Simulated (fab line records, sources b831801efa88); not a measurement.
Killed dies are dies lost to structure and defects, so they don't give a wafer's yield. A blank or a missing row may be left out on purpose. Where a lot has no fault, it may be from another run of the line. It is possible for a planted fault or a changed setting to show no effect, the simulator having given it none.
The tool behind it: which one? / flow gf180mcu / 13 lots, 39 wafers sampled, at 4 steps of a route of 602

## WHAT THE GAUGES SHOWED, per wafer
GF_SALICIDE_RS_MEAS_04: uses a four-point probe to measure. Usual: for SALICIDE_TIN_RS the level is 16.3 ohm/sq and the standard deviation is 0.34.
lot=L773; measured=day 15 06:58; on=filmMetro-02; SALICIDE_TIN_RS (ohm/sq)=16.1 16.3 16.2; flag=
lot=L774; measured=day 15 12:20; on=filmMetro-02; SALICIDE_TIN_RS (ohm/sq)=16.1 16.2 16.0; flag=
lot=L776; measured=day 16 06:13; on=filmMetro-03; SALICIDE_TIN_RS (ohm/sq)=16.1 16.0 16.8; flag=
lot=L777; measured=day 16 16:27; on=filmMetro-04; SALICIDE_TIN_RS (ohm/sq)=16.7 16.7 16.2; flag=
lot=L781; measured=day 18 03:15; on=filmMetro-04; SALICIDE_TIN_RS (ohm/sq)=16.5 16.9 15.9; flag=
lot=L784; measured=day 19 00:40; on=filmMetro-04; SALICIDE_TIN_RS (ohm/sq)=16.1 16.0 16.0; flag=
lot=L785; measured=day 19 11:10; on=filmMetro-02; SALICIDE_TIN_RS (ohm/sq)=16.6 16.8 16.5; flag=
lot=L788; measured=day 20 13:13; on=filmMetro-02; SALICIDE_TIN_RS (ohm/sq)=17.0 16.6 16.8; flag=
lot=L789; measured=day 21 03:40; on=filmMetro-02; SALICIDE_TIN_RS (ohm/sq)=15.6 15.7 15.6; flag=
lot=L791; measured=day 21 14:26; on=filmMetro-03; SALICIDE_TIN_RS (ohm/sq)=16.3 16.1 16.3; flag=
lot=L794; measured=day 22 15:35; on=filmMetro-02; SALICIDE_TIN_RS (ohm/sq)=16.3 16.5 16.8; flag=
lot=L795; measured=day 22 22:06; on=filmMetro-02; SALICIDE_TIN_RS (ohm/sq)=16.5 16.4 16.2; flag=
lot=L796; measured=day 23 04:47; on=filmMetro-03; SALICIDE_TIN_RS (ohm/sq)=16.7 17.1 16.9; flag=

GF_M1_RS_MEAS_05: uses a four-point probe to measure. Usual: for M1_ALCU_RS the level is 0.0693 ohm/sq and the standard deviation is 0.0013.
lot=L773; measured=day 16 07:57; on=filmMetro-02; M1_ALCU_RS (ohm/sq)=0.0684 0.0690 0.0688; flag=
lot=L774; measured=day 16 13:23; on=filmMetro-04; M1_ALCU_RS (ohm/sq)=0.0694 0.0697 0.0689; flag=
lot=L776; measured=day 17 07:11; on=filmMetro-02; M1_ALCU_RS (ohm/sq)=0.0689 0.0683 0.0676; flag=
lot=L777; measured=day 17 18:04; on=filmMetro-04; M1_ALCU_RS (ohm/sq)=0.0716 0.0705 0.0704; flag=
lot=L781; measured=day 19 05:56; on=filmMetro-01; M1_ALCU_RS (ohm/sq)=0.0694 0.0712 0.0700; flag=
lot=L784; measured=day 20 03:20; on=filmMetro-01; M1_ALCU_RS (ohm/sq)=0.0670 0.0677 0.0665; flag=
lot=L785; measured=day 20 14:09; on=filmMetro-01; M1_ALCU_RS (ohm/sq)=0.0703 0.0712 0.0696; flag=
lot=L788; measured=day 21 15:41; on=filmMetro-01; M1_ALCU_RS (ohm/sq)=0.0677 0.0696 0.0692; flag=
lot=L789; measured=day 22 05:44; on=filmMetro-01; M1_ALCU_RS (ohm/sq)=0.0699 0.0706 0.0706; flag=
lot=L791; measured=day 22 16:44; on=filmMetro-02; M1_ALCU_RS (ohm/sq)=0.0695 0.0705 0.0686; flag=
lot=L794; measured=day 23 16:52; on=filmMetro-04; M1_ALCU_RS (ohm/sq)=0.0677 0.0686 0.0691; flag=
lot=L795; measured=day 24 02:28; on=filmMetro-04; M1_ALCU_RS (ohm/sq)=0.0675 0.0690 0.0691; flag=
lot=L796; measured=day 24 06:07; on=filmMetro-01; M1_ALCU_RS (ohm/sq)=0.0676 0.0690 0.0681; flag=

## WHICH TOOL RAN EACH LOT (tool, then ch and the chambers of the sampled wafers, then the start)
lot=L773; GF_POLY_GATE_ETCH_12=rieDiel-03 ch 0,2, day 9 06:07; GF_HV_LDD_IMPLANT_21=implanter-02 ch 0, day 10 20:53
lot=L774; GF_POLY_GATE_ETCH_12=rieDiel-04 ch 0,1, day 9 13:16; GF_HV_LDD_IMPLANT_21=implanter-01 ch 0, day 11 03:59
lot=L776; GF_POLY_GATE_ETCH_12=rieDiel-03 ch 0,1,2, day 10 03:07; GF_HV_LDD_IMPLANT_21=implanter-04 ch 0, day 11 17:40
lot=L777; GF_POLY_GATE_ETCH_12=rieDiel-04 ch 0,1,2, day 10 09:34; GF_HV_LDD_IMPLANT_21=implanter-01 ch 0, day 12 02:16
lot=L781; GF_POLY_GATE_ETCH_12=rieDiel-04 ch 0,2,3, day 11 14:28; GF_HV_LDD_IMPLANT_21=implanter-02 ch 0, day 13 07:07
lot=L784; GF_POLY_GATE_ETCH_12=rieDiel-02 ch 0,1,2, day 12 08:19; GF_HV_LDD_IMPLANT_21=implanter-04 ch 0, day 14 03:16
lot=L785; GF_POLY_GATE_ETCH_12=rieDiel-03 ch 2,3, day 12 17:19; GF_HV_LDD_IMPLANT_21=implanter-04 ch 0, day 14 11:11
lot=L788; GF_POLY_GATE_ETCH_12=rieDiel-03 ch 0,1,3, day 13 14:04; GF_HV_LDD_IMPLANT_21=implanter-02 ch 0, day 15 10:37
lot=L789; GF_POLY_GATE_ETCH_12=rieDiel-04 ch 1,2,3, day 13 23:55; GF_HV_LDD_IMPLANT_21=implanter-02 ch 0, day 15 21:58
lot=L791; GF_POLY_GATE_ETCH_12=rieDiel-03 ch 1,2,3, day 14 12:07; GF_HV_LDD_IMPLANT_21=implanter-02 ch 0, day 16 10:04
lot=L794; GF_POLY_GATE_ETCH_12=rieDiel-03 ch 1,2,3, day 15 10:04; GF_HV_LDD_IMPLANT_21=implanter-02 ch 0, day 17 10:16
lot=L795; GF_POLY_GATE_ETCH_12=rieDiel-04 ch 2,3, day 15 17:25; GF_HV_LDD_IMPLANT_21=implanter-04 ch 0, day 17 17:29
lot=L796; GF_POLY_GATE_ETCH_12=rieDiel-02 ch 0,1,3, day 16 00:28; GF_HV_LDD_IMPLANT_21=implanter-01 ch 0, day 17 23:43
- GF_POLY_GATE_ETCH_12: etches BARC in N2/H2.
- GF_HV_LDD_IMPLANT_21

## WHAT THE TOOLS THEMSELVES READ (means of the sampled wafers that have a number; where no wafer has one, the mark that the record gives instead)
GF_POLY_GATE_ETCH_12. Usual: drypumpMotorCurrentA 5.4 A, standard deviation 0.45; oesProductAu 0.736 a.u., standard deviation 0.0047; throttleValvePct 13.214 %, standard deviation 0.009.
lot=L773; tool=rieDiel-03; drypumpMotorCurrentA (A)=5.4; oesProductAu (a.u.)=0.737; throttleValvePct (%)=13.207; flag=
lot=L774; tool=rieDiel-04; drypumpMotorCurrentA (A)=5.1; oesProductAu (a.u.)=0.738; throttleValvePct (%)=13.206; flag=
lot=L776; tool=rieDiel-03; drypumpMotorCurrentA (A)=5.5; oesProductAu (a.u.)=0.737; throttleValvePct (%)=13.217; flag=
lot=L777; tool=rieDiel-04; drypumpMotorCurrentA (A)=5.1; oesProductAu (a.u.)=0.736; throttleValvePct (%)=13.215; flag=
lot=L781; tool=rieDiel-04; drypumpMotorCurrentA (A)=5.1; oesProductAu (a.u.)=0.736; throttleValvePct (%)=13.216; flag=
lot=L784; tool=rieDiel-02; drypumpMotorCurrentA (A)=5.9; oesProductAu (a.u.)=0.735; throttleValvePct (%)=13.210; flag=
lot=L785; tool=rieDiel-03; drypumpMotorCurrentA (A)=5.2; oesProductAu (a.u.)=0.734; throttleValvePct (%)=13.208; flag=
lot=L788; tool=rieDiel-03; drypumpMotorCurrentA (A)=5.2; oesProductAu (a.u.)=0.741; throttleValvePct (%)=13.203; flag=
lot=L789; tool=rieDiel-04; drypumpMotorCurrentA (A)=5.4; oesProductAu (a.u.)=0.731; throttleValvePct (%)=13.221; flag=
lot=L791; tool=rieDiel-03; drypumpMotorCurrentA (A)=5.3; oesProductAu (a.u.)=0.735; throttleValvePct (%)=13.210; flag=
lot=L794; tool=rieDiel-03; drypumpMotorCurrentA (A)=5.3; oesProductAu (a.u.)=0.736; throttleValvePct (%)=13.210; flag=
lot=L795; tool=rieDiel-04; drypumpMotorCurrentA (A)=5.2; oesProductAu (a.u.)=0.738; throttleValvePct (%)=13.221; flag=
lot=L796; tool=rieDiel-02; drypumpMotorCurrentA (A)=6.1; oesProductAu (a.u.)=0.734; throttleValvePct (%)=13.221; flag=

GF_HV_LDD_IMPLANT_21. Usual: beamEnergyKeV 24.998, standard deviation 0.0084; doseIonsCm2 4.998e+13, standard deviation 6.5e+10; tiltDeg 6.999 degrees, standard deviation 0.022.
lot=L773; tool=implanter-02; beamEnergyKeV=25.002; doseIonsCm2=4.996e+13; tiltDeg (degrees)=7.002; flag=
lot=L774; tool=implanter-01; beamEnergyKeV=25.006; doseIonsCm2=4.994e+13; tiltDeg (degrees)=7.005; flag=
lot=L776; tool=implanter-04; beamEnergyKeV=24.990; doseIonsCm2=4.990e+13; tiltDeg (degrees)=6.998; flag=
lot=L777; tool=implanter-01; beamEnergyKeV=24.995; doseIonsCm2=4.998e+13; tiltDeg (degrees)=6.988; flag=
lot=L781; tool=implanter-02; beamEnergyKeV=25.007; doseIonsCm2=5.008e+13; tiltDeg (degrees)=6.972; flag=
lot=L784; tool=implanter-04; beamEnergyKeV=25.807; doseIonsCm2=4.996e+13; tiltDeg (degrees)=6.993; flag=OFF
lot=L785; tool=implanter-04; beamEnergyKeV=25.800; doseIonsCm2=4.997e+13; tiltDeg (degrees)=6.996; flag=OFF
lot=L788; tool=implanter-02; beamEnergyKeV=25.009; doseIonsCm2=4.997e+13; tiltDeg (degrees)=6.999; flag=
lot=L789; tool=implanter-02; beamEnergyKeV=25.001; doseIonsCm2=5.001e+13; tiltDeg (degrees)=7.035; flag=
lot=L791; tool=implanter-02; beamEnergyKeV=24.994; doseIonsCm2=4.992e+13; tiltDeg (degrees)=7.004; flag=
lot=L794; tool=implanter-02; beamEnergyKeV=25.002; doseIonsCm2=4.996e+13; tiltDeg (degrees)=6.985; flag=
lot=L795; tool=implanter-04; beamEnergyKeV=24.996; doseIonsCm2=5.000e+13; tiltDeg (degrees)=6.979; flag=
lot=L796; tool=implanter-01; beamEnergyKeV=24.995; doseIonsCm2=5.003e+13; tiltDeg (degrees)=7.021; flag=

## THE ANSWER, worked out from the rows above alone
Rule: a lot is off if the mean of its wafers that have a number lies more than 3 standard deviations from the usual mean. Also off: a lot with no number at a reading for which 4 or more lots have one. The other lots that the step has rows for count as sound. First the gauges in route order, then the tools' own readings, where a lot's mean is used as printed above. At the first step where some lot is off, the reading lying furthest off is the one used; lots without a number count as furthest.
Off: L784, L785, at GF_HV_LDD_IMPLANT_21 (beamEnergyKeV).
A tool fits if, at that step or a process step before it, it ran every lot that is off, and no sound lot after the first of them. Not one of the candidates tried fits.

## WHAT THE SIMULATOR HAD PUT IN
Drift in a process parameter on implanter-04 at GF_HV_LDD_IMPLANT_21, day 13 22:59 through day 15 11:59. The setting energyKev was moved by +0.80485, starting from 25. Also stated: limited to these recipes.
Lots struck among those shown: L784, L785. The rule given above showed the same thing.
